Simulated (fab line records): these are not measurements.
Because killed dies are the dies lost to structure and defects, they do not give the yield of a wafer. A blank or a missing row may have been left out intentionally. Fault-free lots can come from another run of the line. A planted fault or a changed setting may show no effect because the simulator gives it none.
A lot that was struck, set against a sound lot :: flow sky130 :: 14 steps out of a route of 708
Sound: these wafers, L229.1, L229.3, L229.5. Wafers L223.2, L223.4, L223.6 were the ones struck. The cause comes at the end.
Per side, at each step with rows, come the tool, then ch with its chambers, and then its first start. Under that, the readings that differ: sound wafers :: struck wafers :: difference of the means :: sigmas: that difference in standard deviations of wafers without a fault.
alike: readings with means less than 2 such deviations apart, plus words and numbers identical on both sides. not compared: withheld readings, readings lacking a value on some wafer, bounds such as >300 that could conceal the same value, and numbers that have no deviation in the record and whose values overlap.
Wherever a step has rows on one side only, a row that says differs or no value, or a row with sigmas, the two part there. Numbers that have no deviation but don't overlap get no sigmas and don't part them. A reading that every wafer of one side lacks parts them only if that side has two wafers or more.

first, 2 steps without rows for these wafers: SKY_VIA3_CLEAN_18 (cleans in IPA, time 180 s); SKY_VIA3_CLEAN_19 (cleans in O3/DIW).
SKY_VIA3_SPUTTER_20: material TiN, target thk 20 nm, time 80 s.
  struck on pvdSputter-04, day 43 14:55; sound on pvdSputter-03, day 45 06:28
  alike: chamberPressurePa, throttleValvePct
then, 1 step without rows for these wafers: SKY_VIA3_CVD_21 (deposits W, target thk 390 nm, time 117.31 s).
SKY_VIA3_RS_MEAS_22: the measuring method here is four-point-probe.
  struck on filmMetro-01, day 43 15:07; sound on filmMetro-01, day 45 06:40
  alike: VIA3_W_RS
SKY_VIA3_THK_MEAS_23: measures by xrf.
  struck on filmMetro-01, day 43 15:13; sound on filmMetro-01, day 45 06:47
  alike: VIA3_W_THK
SKY_VIA3_CMP_24: polishes, stops on SiO2, t overpolish 20 s, target thk 0 nm.
  sound on cmp-02 ch 1,2,3, day 45 06:56; struck on cmp-02 ch 1,2, day 43 15:19
  alike: motorCurrentA, overpolishRunS, timeToEndpointS
SKY_METAL4_SPUTTER_00: material Ti, target thk 15 nm, time 10 s.
  struck on pvdSputter-04, day 43 15:34; sound on pvdSputter-01, day 45 07:11
  alike: chamberPressurePa, throttleValvePct
then, 1 step without rows for these wafers: SKY_METAL4_SPUTTER_01 (material TiN, target thk 20 nm, time 16.32 s).
SKY_METAL4_SPUTTER_02: material AlCu, target thk 735 nm, time 39.1 s.
  struck on pvdSputter-04, day 43 15:37; sound on pvdSputter-01, day 45 07:14
  alike: chamberPressurePa, throttleValvePct
then, 1 step without rows for these wafers: SKY_METAL4_SPUTTER_03 (material Ti, target thk 5 nm, time 3.3 s).
SKY_METAL4_SPUTTER_04: material TiN, target thk 70 nm, time 58.3 s.
  struck on pvdSputter-04, day 43 15:41; sound on pvdSputter-01, day 45 07:17
  alike: chamberPressurePa, throttleValvePct
SKY_CAP2M_CVD_00: deposits SiO2, target thk 15.5 nm.
  sound on pecvd-02 ch 0,2, day 45 07:20; struck on pecvd-02 ch 0,2, day 43 15:44
  no value came back on the struck wafers for heaterPowerOuterW (W), heaterPowerW (W), susceptorTempC (C); on the sound wafers heaterPowerOuterW (W) reads 407 464 412
SKY_PAD_OPEN_PROBE_99:
  rows exist in the record for the sound wafers here (prober-01, day 50 06:26), none for the struck ones

== WHERE THEY PART ==
Last at SKY_PAD_OPEN_PROBE_99 as far as this record goes, first at SKY_CAP2M_CVD_00.

WHY: what the simulator had put in
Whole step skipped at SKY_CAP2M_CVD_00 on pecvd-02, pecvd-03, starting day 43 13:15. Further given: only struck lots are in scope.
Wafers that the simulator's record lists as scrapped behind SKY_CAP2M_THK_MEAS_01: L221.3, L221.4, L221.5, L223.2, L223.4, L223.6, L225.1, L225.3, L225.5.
